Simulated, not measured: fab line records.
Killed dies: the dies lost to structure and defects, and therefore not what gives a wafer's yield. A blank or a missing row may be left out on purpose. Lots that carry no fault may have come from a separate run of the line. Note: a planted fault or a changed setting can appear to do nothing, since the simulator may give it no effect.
One fault through the eyes of 2 desks :: flow sky130 :: only its own numbers are on each desk; what lay behind them is given at the end

== FROM THE METROLOGY DESK ==
Means of the sampled wafers that have a number, per lot and without regard to the tool the lot ran on: this is what the gauges read. If a lot's mean is further than 4 standard deviations from the usual mean, the lot is out of limits and carries the mark OUT (the distance appears in the brackets).
Columns: A = cd_nm at SKY_VT_ADJUST_NCORE_CD_MEAS_07, usual 380.0 nm; B = VT_ADJUST_NCORE_OVL at SKY_VT_ADJUST_NCORE_OVL_MEAS_08, usual 0.3 nm
lot: L230
first seen here: day 8 10:10
A: 377.6
B: -0.7

lot: L231
first seen here: day 8 16:37
A: 381.7
B: 1.7

lot: L232
first seen here: day 9 05:56
A: 381.3
B: 0.1

lot: L233
first seen here: day 9 11:04
A: 382.8
B: 1.1

lot: L234
first seen here: day 9 17:20
A: 377.0
B: -0.4

lot: L235
first seen here: day 9 22:55
A: 377.0
B: 1.5

lot: L237
first seen here: day 10 19:27
A: 383.4
B: -0.8

lot: L238
first seen here: day 10 23:48
A: 381.5
B: 1.6

lot: L239
first seen here: day 11 09:16
A: 379.3
B: -1.6

lot: L246
first seen here: day 13 09:52
A: 379.8
B: 1.5

lot: L247
first seen here: day 13 13:04
A: 379.0
B: 1.0

lot: L250
first seen here: day 14 11:43
A: 381.3
B: 1.2

lot: L251
first seen here: day 14 17:25
A: 379.0
B: -0.1
This desk's verdict: no lot among the 13 shows anything out of limits.

== FOR THE TOOL OWNER'S DESK: implanter-03 ==
For each lot that ran on this tool, the mean over its sampled wafers that have a number, from the tool's own readings at SKY_LDD_N_IMPLANT_12. If a lot's mean is further than 4 standard deviations from the usual mean, the lot is out of limits and carries the mark OUT (the distance appears in the brackets).
Columns: A = dose_ions_cm2 at SKY_LDD_N_IMPLANT_12, usual 4.999e+12; B = faraday_current_uA at SKY_LDD_N_IMPLANT_12, usual 28.2
lot: L231
first seen here: day 17 21:51
A: 5.001e+12
B: 28.1

lot: L232
first seen here: day 18 16:37
A: 4.997e+12
B: 28.1

lot: L234
first seen here: day 19 09:10
A: 5.002e+12
B: 28.6

lot: L238
first seen here: day 20 20:45
A: 4.997e+12
B: 27.7

lot: L239
first seen here: day 21 08:24
A: 5.003e+12
B: 28.1

lot: L246
first seen here: day 23 17:59
A: 7.184e+12 (+99 or more) OUT
B: 39.4 (+21) OUT

lot: L247
first seen here: day 23 23:12
A: 7.182e+12 (+99 or more) OUT
B: 40.7 (+23) OUT
Finding of this desk: L246, L247 out of limits; the first was L246 at day 23 17:59, on dose_ions_cm2 at SKY_LDD_N_IMPLANT_12. In limits: L231, L232, L234, L238, L239.

== PUT TOGETHER ==
The tool owner's desk had the chance to raise an alarm at day 23 17:59 on L246, L247.
Nothing out of limits was seen by the metrology desk.
The metrology desk has L246, L247 on record, within its limits.
Of the lots named, all ran SKY_LDD_N_IMPLANT_12 on implanter-03.

== WHAT THE SIMULATOR PUT IN ==
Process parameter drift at SKY_LDD_N_IMPLANT_12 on implanter-03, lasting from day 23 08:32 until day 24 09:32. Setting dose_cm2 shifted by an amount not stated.
Shown lots that were struck: L246, L247.
Time in hours from fault onset to the first out-of-limits reading at each desk: the tool owner's desk, 9.
